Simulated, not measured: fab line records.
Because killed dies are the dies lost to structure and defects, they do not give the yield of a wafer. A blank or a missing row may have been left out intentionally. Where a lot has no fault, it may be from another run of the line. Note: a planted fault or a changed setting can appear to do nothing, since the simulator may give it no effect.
Which tool is to blame?	flow gf180mcu	Sampling: 12 lots, 36 wafers, 4 of 602 route steps

== WHAT EACH GAUGE READ, for each wafer ==
GF_V4_CD_MEAS_14 targets a cd of 260 nm.
lot	measured	on	cdNm (nm)
L075	day 24 19:07	cdSem-01	258.8 259.2 260.5
L077	day 25 11:31	cdSem-01	261.4 261.3 261.6
L079	day 26 00:46	cdSem-01	259.5 258.4 258.0
L081	day 26 18:31	cdSem-02	260.6 260.3 260.7
L083	day 27 06:34	cdSem-01	258.9 260.3 259.7
L085	day 28 00:20	cdSem-01	260.9 260.8 261.9
L087	day 28 15:34	cdSem-01	260.2 259.5 259.6
L089	day 29 08:11	cdSem-01	259.2 260.5 259.4
L091	day 29 17:46	cdSem-01	259.4 259.5 260.5
L093	day 30 05:13	cdSem-01	260.6 261.8 260.3
L095	day 30 15:49	cdSem-01	260.2 261.4 262.0
L097	day 31 08:17	cdSem-01	260.0 260.6 260.1

== TOOL THAT RAN EACH LOT (tool first, then ch and the chambers of the sampled wafers, then the start) ==
lot	GF_V1_CVD_23	GF_V2_ETCH_16	GF_V4_CMP_04
L075	cvdW-02 ch 1, day 18 13:59	rieDiel-04 ch 0,1,2, day 20 17:32	cmp-02 ch 0,1,3, day 23 21:59
L077	cvdW-01 ch 0,1, day 19 07:51	rieDiel-01 ch 0,3, day 21 11:23	cmp-02 ch 0,1,2, day 24 14:13
L079	cvdW-01 ch 0,1, day 20 02:29	rieDiel-02 ch 0,2, day 22 04:53	cmp-02 ch 0,1, day 25 02:55
L081	cvdW-02 ch 0,1, day 20 21:58	rieDiel-02 ch 0,3, day 22 23:59	cmp-02 ch 1,2,3, day 25 21:38
L083	cvdW-01 ch 0,1, day 21 10:29	rieDiel-02 ch 1,2, day 23 11:28	cmp-02 ch 0,3, day 26 10:02
L085	cvdW-01 ch 0,1, day 22 08:44	rieDiel-04 ch 0,1,3, day 24 07:56	cmp-02 ch 0,1,2, day 27 04:01
L087	cvdW-02 ch 1, day 23 02:23	rieDiel-01 ch 0,2,3, day 24 22:58	cmp-01 ch 0,1,2, day 27 19:05
L089	cvdW-01 ch 0,1, day 23 19:05	rieDiel-01 ch 0,1, day 25 17:44	cmp-01 ch 0,2,3, day 28 13:20
L091	cvdW-01 ch 0,1, day 24 09:53	rieDiel-02 ch 0,1, day 26 06:05	cmp-02 ch 0,2,3, day 28 23:30
L093	cvdW-01 ch 0,1, day 24 20:23	rieDiel-01 ch 0,1,3, day 26 17:04	cmp-01 ch 0,1, day 29 10:02
L095	cvdW-02 ch 0,1, day 25 10:53	rieDiel-04 ch 0,3, day 27 05:46	cmp-01 ch 0,1,3, day 29 21:11
L097	cvdW-01 ch 1, day 26 07:31	rieDiel-04 ch 2,3, day 28 01:02	cmp-01 ch 0,2,3, day 30 14:41
- GF_V1_CVD_23: deposits W, target thk 350 nm, time 105.05 s.
- GF_V2_ETCH_16: etches BARC in N2/H2.
- GF_V4_CMP_04: polishes SiO2.

== THE ANSWER, worked out from the rows above alone ==
Rule: what is usual is taken from the lots themselves. The widest of any qualifying gaps counts: lots, ordered by their means at a reading, are off when they make up no more than a third of the lots, leave a main group of 4 or more, and stand apart from it by 3 or more times the standard deviation of that group's means. A main group is skipped when, at the precision printed for the reading in the tables above, its means are all equal. Also off: a lot with no number at a reading for which 4 or more lots have one. Where the step has rows for the other lots, those lots are counted as sound.
No lot is off on any of the readings shown, so nothing can be concluded from this.

== WHAT WAS PUT IN BY THE SIMULATOR ==
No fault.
